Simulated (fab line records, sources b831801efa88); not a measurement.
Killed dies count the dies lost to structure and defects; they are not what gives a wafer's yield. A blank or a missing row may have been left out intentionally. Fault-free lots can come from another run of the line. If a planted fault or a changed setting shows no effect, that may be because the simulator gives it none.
fab line records -- flow sky130
record lots=11, wafers=33, last-day=48
route steps=708 shown FIELD_ISO@4 VT_ADJUST_NCORE@126
lots that met no fault: from a run of the same line without faults
start-h: the number of hours between the record's first day and the start of the first shown wafer of the lot -- wait-h: how many hours have passed since the lot's step before this one -- " unchanged from the row above -- L1.1+2: several wafers, shown together as one row -- - no value, or no start given -- * or withheld: withheld -- < > ~ a bound
route shown NAME@n: a module of which the file shows steps, and the number in the route of the first -- usual: mean and standard deviation over wafers with no fault -- same: alike in all rows -- chamber/n: place in a boat -- sites: per-site readings -- _std_site: the values' standard deviation -- _edge_site: mean of outer sites minus mean of inner sites -- radius-mm: for every site, how far away it sits from the centre of the wafer -- mask NAME#n: copy n -- behind: the last tool/chamber to shape the wafer -- hold: the reason the lot was held/the length of the hold in hours/how it ended -- device: transistor that didn't switch, given as n, p or np -- end of line: the tests these same wafers got at the end of their route -- a step with no rows: only its recipe -- killed: count of dies lost to structure and defects at first sort (not the wafer's yield) -- map: a wafer's dies, marking killed ones x, the rest . and places with no die _
set.NAME: the setting as run; set.NAME@STEP: as run at that earlier step -- model.NAME: the simulator's own value behind a step, which no gauge read
one table for each step of the route and one row for each wafer, over a sample of lots
services: a tool's chamber out of use, with start hour (start-h, from the record's first day; less than 0 if before it), hours out, and reason
## steps
# step SKY_FIELD_ISO_CVD_03
# recipe material=Si3N4, precursor=DCS/NH3, target-thk-nm=165, temp-c=770, time-s=2830, pressure-mtorr=250
# usual pressure-mtorr=250.1/0.57
lot.wafer,tool,chamber,start-h,wait-h,pressure-mtorr
L610.2,lpcvd-02,1,11.69,0.0,248.9
L610.3,lpcvd-02,1,11.69,0.0,249.2
L610.4,lpcvd-02,1,11.69,0.0,249.9
L611.1,lpcvd-02,0,19.27,0.1,250.3
L611.5,lpcvd-02,0,19.27,0.1,250.1
L611.6,lpcvd-02,0,19.27,0.1,250.5
L613.1,lpcvd-02,1,28.63,0.7,250.1
L613.4,lpcvd-02,1,28.63,0.7,250.7
L613.5,lpcvd-02,1,28.63,0.7,251.0
L614.1,lpcvd-02,0,33.51,0.1,250.1
L614.4,lpcvd-02,0,33.51,0.1,250.6
L614.6,lpcvd-02,0,33.51,0.1,250.2
L616.3,lpcvd-02,1,44.23,1.0,249.6
L616.5,lpcvd-02,1,44.23,1.0,250.2
L616.6,lpcvd-02,1,44.23,1.0,249.7
L619.3,lpcvd-02,0,58.36,0.2,250.0
L619.4,lpcvd-02,0,58.36,0.2,250.1
L619.6,lpcvd-02,0,58.36,0.2,249.5
L620.3,lpcvd-02,0,63.34,0.0,250.2
L620.5,lpcvd-02,0,63.34,0.0,250.1
L620.6,lpcvd-02,0,63.34,0.0,250.7
L621.3,lpcvd-02,1,68.74,2.1,201.1
L621.5,lpcvd-02,1,68.74,2.1,200.7
L621.6,lpcvd-02,1,68.74,2.1,201.3
L622.1,lpcvd-02,0,72.94,1.3,198.9
L622.2,lpcvd-02,0,72.94,1.3,199.4
L622.5,lpcvd-02,0,72.94,1.3,198.7
L623.1,lpcvd-02,0,79.15,1.4,199.1
L623.2,lpcvd-02,0,79.15,1.4,199.2
L623.4,lpcvd-02,0,79.15,1.4,199.6
L624.2,lpcvd-02,0,82.08,0.0,200.0
L624.3,lpcvd-02,0,82.08,0.0,201.2
L624.6,lpcvd-02,0,82.08,0.0,200.7
# step SKY_FIELD_ISO_THK_MEAS_04
# recipe reads=Si3N4_of_FIELD_ISO_CVD_03
# usual FIELD_ISO_CVD_03_THK=166.3/1.7
lot.wafer,tool,chamber,start-h,wait-h,FIELD_ISO_CVD_03_THK[nm]
L610.2,film-metro-02,-,13.49,0.0,166.7
L610.3,film-metro-02,-,13.49,0.0,166.5
L610.4,film-metro-02,-,13.49,0.0,166.1
L611.1,film-metro-04,-,21.06,0.0,167.4
L611.5,film-metro-04,-,21.06,0.0,166.2
L611.6,film-metro-04,-,21.06,0.0,166.6
L613.1,film-metro-04,-,30.41,0.0,163.2
L613.4,film-metro-04,-,30.41,0.0,164.2
L613.5,film-metro-04,-,30.41,0.0,162.6
L614.1,film-metro-02,-,35.30,0.0,166.4
L614.4,film-metro-02,-,35.30,0.0,167.1
L614.6,film-metro-02,-,35.30,0.0,167.5
L616.3,film-metro-02,-,46.04,0.0,164.8
L616.5,film-metro-02,-,46.04,0.0,165.2
L616.6,film-metro-02,-,46.04,0.0,165.8
L619.3,film-metro-04,-,60.16,0.0,163.0
L619.4,film-metro-04,-,60.16,0.0,164.2
L619.6,film-metro-04,-,60.16,0.0,165.4
L620.3,film-metro-04,-,65.15,0.0,165.4
L620.5,film-metro-04,-,65.15,0.0,166.0
L620.6,film-metro-04,-,65.15,0.0,166.1
L621.3,film-metro-04,-,70.55,0.0,155.1
L621.5,film-metro-04,-,70.55,0.0,155.3
L621.6,film-metro-04,-,70.55,0.0,154.5
L622.1,film-metro-02,-,74.72,0.0,154.0
L622.2,film-metro-02,-,74.72,0.0,154.2
L622.5,film-metro-02,-,74.72,0.0,153.9
L623.1,film-metro-03,-,80.93,0.0,158.9
L623.2,film-metro-03,-,80.93,0.0,158.0
L623.4,film-metro-03,-,80.93,0.0,157.4
L624.2,film-metro-04,-,83.88,0.0,156.3
L624.3,film-metro-04,-,83.88,0.0,155.2
L624.6,film-metro-04,-,83.88,0.0,155.1
# step SKY_FIELD_ISO_ETCH_14
# recipe chemistry=N2/H2, target=BARC, ion-energy-ev=200, source-w=500, bias-w=100, pressure-mtorr=30, n2-flow-sccm=100, h2-flow-sccm=200, stop-on=SiO2, time-s=45.9, target-depth-a=600
# usual drypump-motor-current-A=5.8/0.35, n2-flow-sccm=100.02/0.26, oes-product-au=0.855/0.0047, throttle-valve-pct=13.225/0.0092
lot.wafer,tool,chamber,start-h,wait-h,drypump-motor-current-A,n2-flow-sccm,oes-product-au,rf-hours-counter-h,throttle-valve-pct
L610.2,rie-diel-01,1,28.25,0.1,5.5,100.24,0.853,44,13.235
L610.3,rie-diel-01,2,28.25,0.1,6.0,100.09,0.847,88,13.230
L610.4,rie-diel-01,3,28.25,0.1,5.9,99.80,0.856,145,13.224
L611.1,rie-diel-03,0,35.15,0.1,6.1,99.53,0.850,6,13.239
L611.5,rie-diel-03,2,35.15,0.1,5.7,100.25,0.864,-,13.229
L611.6,rie-diel-03,1,35.15,0.1,5.9,100.12,0.850,-,13.225
L613.1,rie-diel-03,0,45.08,0.1,6.1,99.74,0.859,6,13.223
L613.4,rie-diel-03,1,45.08,0.1,5.9,100.02,0.859,2,13.217
L613.5,rie-diel-03,2,45.08,0.1,5.7,100.23,0.856,-,13.218
L614.1,rie-diel-01,1,50.68,0.1,5.6,99.74,0.853,45,13.222
L614.4,rie-diel-01,2,50.68,0.1,6.0,99.59,0.850,88,13.234
L614.6,rie-diel-01,2,50.68,0.1,6.0,100.22,0.848,-,13.208
L616.3,rie-diel-01,1,60.98,0.1,5.6,100.38,0.849,45,13.228
L616.5,rie-diel-01,1,60.98,0.1,5.6,100.16,0.849,-,13.209
L616.6,rie-diel-01,3,60.98,0.1,5.9,100.04,0.847,-,13.213
L619.3,rie-diel-03,2,76.05,0.1,5.7,100.00,0.856,157,13.224
L619.4,rie-diel-03,3,76.05,0.1,5.9,100.03,0.854,112,13.220
L619.6,rie-diel-03,0,76.05,0.1,6.1,100.14,0.859,-,13.211
L620.3,rie-diel-03,0,81.60,0.1,6.1,99.57,0.854,7,13.238
L620.5,rie-diel-03,2,81.60,0.1,5.7,100.27,0.862,-,13.238
L620.6,rie-diel-03,3,81.60,0.1,5.9,99.54,0.866,-,13.227
L621.3,rie-diel-02,1,86.78,0.1,6.0,100.00,0.854,108,13.229
L621.5,rie-diel-02,1,86.78,0.1,6.0,99.82,0.852,-,13.213
L621.6,rie-diel-02,0,86.78,0.1,6.7,100.19,0.860,-,13.232
L622.1,rie-diel-01,1,91.58,0.1,5.6,100.05,0.861,46,13.218
L622.2,rie-diel-01,3,91.58,0.1,5.9,99.70,0.856,146,13.236
L622.5,rie-diel-01,3,91.58,0.1,5.9,99.80,0.859,-,13.213
L623.1,rie-diel-02,2,98.18,0.1,5.1,99.60,0.860,128,13.233
L623.2,rie-diel-02,0,98.18,0.1,6.7,100.12,0.847,132,13.226
L623.4,rie-diel-02,3,98.18,0.1,5.1,99.94,0.864,104,13.222
L624.2,rie-diel-01,3,100.75,0.1,5.9,100.02,0.853,147,13.226
L624.3,rie-diel-01,2,100.75,0.1,5.9,99.58,0.850,90,13.241
L624.6,rie-diel-01,2,100.75,0.1,6.0,99.94,0.853,-,13.212
# step SKY_FIELD_ISO_ETCH_15
# recipe chemistry=CHF3/O2, target-depth-nm=180, stop-on=Si, source-w=600, bias-w=200, pressure-mtorr=40, chf3-flow-sccm=50, O2_flow_sccm=5, time-s=72
# usual O2_flow_sccm=5.001/0.016, chf3-flow-sccm=49.99/0.16, drypump-motor-current-A=5.8/0.36, oes-product-au=0.950/0.0074, throttle-valve-pct=8.847/0.0095
lot.wafer,tool,chamber,start-h,wait-h,O2_flow_sccm,chf3-flow-sccm,drypump-motor-current-A,oes-product-au,rf-hours-counter-h,throttle-valve-pct
L610.2,rie-diel-01,1,28.29,0.0,4.989,49.94,5.5,0.950,44,8.855
L610.3,rie-diel-01,2,28.29,0.0,4.973,50.01,5.9,0.956,88,8.815
L610.4,rie-diel-01,3,28.29,0.0,5.000,49.82,5.9,0.957,145,8.850
L611.1,rie-diel-03,0,35.19,0.0,5.030,49.78,6.1,0.954,6,8.836
L611.5,rie-diel-03,2,35.19,0.0,4.987,49.84,5.7,0.947,-,8.865
L611.6,rie-diel-03,1,35.19,0.0,4.998,50.11,5.9,0.954,-,8.857
L613.1,rie-diel-03,0,45.12,0.0,4.999,49.92,6.1,0.932,6,8.858
L613.4,rie-diel-03,1,45.12,0.0,5.001,49.99,6.0,0.938,2,8.842
L613.5,rie-diel-03,2,45.12,0.0,4.983,50.23,5.7,0.947,-,8.830
L614.1,rie-diel-01,1,50.72,0.0,4.990,49.76,5.6,0.944,45,8.856
L614.4,rie-diel-01,2,50.72,0.0,5.005,49.92,6.0,0.955,88,8.841
L614.6,rie-diel-01,2,50.72,0.0,5.014,49.77,6.0,0.959,-,8.839
L616.3,rie-diel-01,1,61.02,0.0,4.977,49.94,5.6,0.936,45,8.857
L616.5,rie-diel-01,1,61.02,0.0,4.989,50.09,5.6,0.942,-,8.839
L616.6,rie-diel-01,3,61.02,0.0,4.990,49.94,5.9,0.946,-,8.829
L619.3,rie-diel-03,2,76.09,0.0,5.009,49.98,5.7,0.944,157,8.840
L619.4,rie-diel-03,3,76.09,0.0,5.027,50.09,5.9,0.939,112,8.844
L619.6,rie-diel-03,0,76.09,0.0,5.000,50.14,6.1,0.951,-,8.833
L620.3,rie-diel-03,0,81.64,0.0,5.012,50.07,6.1,0.945,7,8.843
L620.5,rie-diel-03,2,81.64,0.0,5.018,50.14,5.7,0.943,-,8.853
L620.6,rie-diel-03,3,81.64,0.0,4.997,49.70,5.9,0.954,-,8.847
L621.3,rie-diel-02,1,86.82,0.0,5.012,50.20,6.0,0.907,108,8.827
L621.5,rie-diel-02,1,86.82,0.0,4.993,50.27,6.0,0.919,-,8.849
L621.6,rie-diel-02,0,86.82,0.0,5.015,49.87,6.7,0.906,-,8.841
L622.1,rie-diel-01,1,91.62,0.0,5.015,50.07,5.6,0.903,46,8.840
L622.2,rie-diel-01,3,91.62,0.0,4.990,50.05,5.9,0.915,146,8.837
L622.5,rie-diel-01,3,91.62,0.0,4.991,50.01,5.9,0.909,-,8.853
L623.1,rie-diel-02,2,98.22,0.0,4.998,49.86,5.1,0.926,128,8.826
L623.2,rie-diel-02,0,98.22,0.0,4.991,50.01,6.7,0.917,132,8.831
L623.4,rie-diel-02,3,98.22,0.0,4.997,49.90,5.0,0.921,104,8.855
L624.2,rie-diel-01,3,100.79,0.0,5.033,50.12,5.9,0.908,147,8.833
L624.3,rie-diel-01,2,100.79,0.0,5.018,49.89,5.9,0.914,90,8.843
L624.6,rie-diel-01,2,100.79,0.0,4.994,50.12,5.9,0.908,-,8.841
# step SKY_FIELD_ISO_CMP_27
# recipe stop-on=Si3N4, t-overpolish-s=16, down-force-psi=4, platen-rpm=60, target-thk-nm=457.8, pad-velocity-m-s=0.94248
# usual motor-current-A=12.4/1
lot.wafer,tool,chamber,start-h,wait-h,motor-current-A
L610.3,cmp-01,1,34.95,0.0,14.1
L610.4,cmp-01,2,34.95,0.0,11.5
L610.2,cmp-01,3,34.95,0.0,14.2
L611.1,cmp-01,2,40.52,0.1,11.1
L611.5,cmp-01,3,40.52,0.1,13.6
L611.6,cmp-01,0,40.52,0.1,12.3
L613.1,cmp-02,3,53.58,0.1,12.6
L613.4,cmp-02,1,53.58,0.1,11.3
L613.5,cmp-02,2,53.58,0.1,12.2
L614.1,cmp-01,1,56.47,0.1,13.1
L614.4,cmp-01,3,56.47,0.1,13.3
L614.6,cmp-01,0,56.47,0.1,12.8
L616.3,cmp-01,2,67.58,0.0,12.0
L616.6,cmp-01,2,67.58,0.0,12.0
L616.5,cmp-01,3,67.58,0.0,13.7
L619.4,cmp-02,3,83.15,0.1,12.5
L619.3,cmp-02,0,83.15,0.1,10.3
L619.6,cmp-02,1,83.15,0.1,11.3
L620.3,cmp-02,0,86.91,0.1,11.0
L620.6,cmp-02,3,86.91,0.1,12.1
L620.5,cmp-02,0,86.91,0.1,10.9
L621.3,cmp-01,0,91.12,0.1,12.4
L621.5,cmp-01,3,91.12,0.1,13.6
L621.6,cmp-01,0,91.12,0.1,12.2
L622.1,cmp-02,2,95.47,0.0,12.7
L622.2,cmp-02,1,95.47,0.0,10.8
L622.5,cmp-02,3,95.47,0.0,12.3
L623.4,cmp-02,3,102.79,0.0,12.2
L623.1,cmp-02,0,102.79,0.0,10.6
L623.2,cmp-02,1,102.79,0.0,11.5
L624.2,cmp-02,3,107.59,0.1,12.3
L624.3,cmp-02,1,107.59,0.1,11.3
L624.6,cmp-02,3,107.59,0.1,12.7
# step SKY_VT_ADJUST_NCORE_CD_MEAS_07
# recipe target-cd-nm=380
# usual cd-nm=379.4/2.6
lot.wafer,tool,chamber,start-h,wait-h,cd-nm
L610.2,cd-sem-01,-,181.85,0.1,376.0
L610.3,cd-sem-01,-,181.85,0.1,374.7
L610.4,cd-sem-01,-,181.85,0.1,376.9
L611.1,cd-sem-02,-,189.12,0.1,379.7
L611.5,cd-sem-02,-,189.12,0.1,382.2
L611.6,cd-sem-02,-,189.12,0.1,381.0
L613.1,cd-sem-01,-,207.58,0.1,380.1
L613.4,cd-sem-01,-,207.58,0.1,382.0
L613.5,cd-sem-01,-,207.58,0.1,382.9
L614.1,cd-sem-01,-,210.97,0.1,373.8
L614.4,cd-sem-01,-,210.97,0.1,373.1
L614.6,cd-sem-01,-,210.97,0.1,374.1
L616.3,cd-sem-01,-,225.77,0.2,384.0
L616.5,cd-sem-01,-,225.77,0.2,385.3
L616.6,cd-sem-01,-,225.77,0.2,384.5
L619.3,cd-sem-01,-,247.82,0.1,379.3
L619.4,cd-sem-01,-,247.82,0.1,376.8
L619.6,cd-sem-01,-,247.82,0.1,379.1
L620.3,cd-sem-01,-,253.97,0.1,376.7
L620.5,cd-sem-01,-,253.97,0.1,377.9
L620.6,cd-sem-01,-,253.97,0.1,379.1
L621.3,cd-sem-01,-,257.82,0.1,377.4
L621.5,cd-sem-01,-,257.82,0.1,376.4
L621.6,cd-sem-01,-,257.82,0.1,379.1
L622.1,cd-sem-01,-,265.38,0.1,380.5
L622.2,cd-sem-01,-,265.38,0.1,378.5
L622.5,cd-sem-01,-,265.38,0.1,377.6
L623.1,cd-sem-01,-,275.03,0.1,383.4
L623.2,cd-sem-01,-,275.03,0.1,382.5
L623.4,cd-sem-01,-,275.03,0.1,382.0
L624.2,cd-sem-01,-,285.50,0.2,378.5
L624.3,cd-sem-01,-,285.50,0.2,378.2
L624.6,cd-sem-01,-,285.50,0.2,379.7
## services
tool,chamber,start-h,hours,kind
cmp-02,-,-7.36,9.1,pm
lpcvd-02,-,-0.53,0.3,repair
cmp-01,-,2.35,2.6,repair
cmp-02,-,8.09,0.8,repair
cmp-01,-,15.38,3.3,pm
rie-diel-01,3,35.97,9.9,repair
rie-diel-01,0,59.21,99.5,repair
cmp-02,-,64.17,4.0,pm
cmp-02,-,68.17,-,consumable-replace:conditioner
cmp-02,-,68.17,-,consumable-replace:pad
rie-diel-01,3,69.08,8.8,repair
cmp-02,-,75.14,4.3,repair
cmp-02,-,78.65,2.2,repair
cmp-01,-,92.37,0.6,repair
cmp-01,-,98.85,3.0,repair
rie-diel-02,-,103.53,14.6,pm
## key
first-sign step=SKY_FIELD_ISO_CVD_03, reading=pressure-mtorr, direction=down, sigmas=88, usual=250.1, struck=200.0
effect step=SKY_FIELD_ISO_THK_MEAS_04, reading=FIELD_ISO_CVD_03_THK, direction=down, sigmas=6.3, usual=166.3, struck=155.7
effect step=SKY_FIELD_ISO_ETCH_15, reading=oes-product-au, direction=down, sigmas=5.1, usual=0.950, struck=0.913
met-at SKY_FIELD_ISO_CVD_03
struck-lots L621,L622,L623,L624
tester-left-out L621,L622,L623,L624
not-acting-at SKY_FIELD_ISO_ETCH_14,SKY_FIELD_ISO_CMP_27,SKY_VT_ADJUST_NCORE_CD_MEAS_07
onset-between 63.34 68.74
fault kind=process-parameter-drift, tool=lpcvd-02, chamber=-, onset-h=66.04, steps=SKY_FIELD_ISO_CVD_03, channel=pressure-mtorr, offset=-50, shape=step, end-h=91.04, acts-in=these-recipes-only, stated=250
# tester-left-out: of these lots the tester's yield and bins aren't shown, on N5 and GAA mostly nor the transistor test; their killed dies are dies lost to structure and defects alone, not to doping, threshold or leakage, so they don't give the yield
